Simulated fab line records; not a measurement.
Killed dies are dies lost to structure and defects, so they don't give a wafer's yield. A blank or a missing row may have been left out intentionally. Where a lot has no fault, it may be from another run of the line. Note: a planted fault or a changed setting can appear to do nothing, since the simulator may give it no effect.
One fault through the eyes of 2 desks :: flow sfq_line :: each desk has only its own numbers; what lay behind them comes last

== DESK OF THE TOOL OWNER: pecvd-02 ==
The tool's own readings at SFQ_TRILAYER_A5C_DEP_PECVD_142 (deposits SiO2 from SiH4/N2O, time 15.556 s, target thk 70 nm): means of the sampled wafers that have a number, for each lot that ran on this tool. Marked OUT: a lot whose mean sits more than 4 standard deviations from the usual mean, which makes it out of limits; the brackets give that distance.
Columns: A = heater_power_w at SFQ_TRILAYER_A5C_DEP_PECVD_142, usual 76 W; B = rf_fwd_power_W at SFQ_TRILAYER_A5C_DEP_PECVD_142, usual 180.2 W; C = throttle_valve_pct at SFQ_TRILAYER_A5C_DEP_PECVD_142, usual 24.5 %
lot: L905
first seen here: day 63 03:08
A: 64
B: 180.1
C: 24.6

lot: L906
first seen here: day 63 12:04
A: 69
B: 209.6 (+24) OUT
C: 24.8

lot: L907
first seen here: day 63 16:09
A: 65
B: 209.1 (+24) OUT
C: 24.3
This desk's verdict: out of limits on L906, L907, starting with L906 at day 63 12:04 (rf_fwd_power_W at SFQ_TRILAYER_A5C_DEP_PECVD_142). Within limits: L905.

== METROLOGY DESK ==
Means of the sampled wafers that have a number, per lot and without regard to the tool the lot ran on: this is what the gauges read. Marked OUT: a lot whose mean sits more than 4 standard deviations from the usual mean, which makes it out of limits; the brackets give that distance.
Columns: A = R5_MONX_THK at SFQ_R5_THK_MEAS_934, usual 41.0 nm; B = R5_OVL at SFQ_R5_OVL_MEAS_935, usual 3 nm; C = I5_OVL at SFQ_I5_OVL_MEAS_936, usual 0 nm; D = C5_OVL at SFQ_C5_OVL_MEAS_937, usual 0 nm
lot: L892
first seen here: day 47 01:07
A: 40.9
B: -4
C: -2
D: 6

lot: L905
first seen here: day 57 17:31
A: 40.9
B: 2
C: 3
D: -3

lot: L906
first seen here: day 58 06:16
A: 41.1
B: -1
C: -2
D: 1

lot: L907
first seen here: day 58 17:04
A: 41.5
B: -3
C: -5
D: -4

lot: L909
first seen here: day 59 13:28
A: 41.3
B: 5
C: -8
D: 1

lot: L915
first seen here: day 61 21:16
A: 40.9
B: 6
C: 0
D: 6
Finding of this desk: none of the 6 lots has anything out of limits.

== TAKEN TOGETHER ==
The tool owner's desk had the chance to raise an alarm at day 63 12:04 on L906, L907.
Nothing out of limits was seen by the metrology desk.
The metrology desk holds a record of L906, L907, inside its limits.
Of the lots named, all ran SFQ_TRILAYER_A5C_DEP_PECVD_142 on pecvd-02.

== WHAT WAS PUT IN BY THE SIMULATOR ==
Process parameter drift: pecvd-02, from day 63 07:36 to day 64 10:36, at SFQ_TRILAYER_A5C_DEP_PECVD_142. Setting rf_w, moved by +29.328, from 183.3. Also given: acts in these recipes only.
Lots struck among those shown: L906, L907.
Time in hours from fault onset to the first out-of-limits reading at each desk: the tool owner's desk, 4.
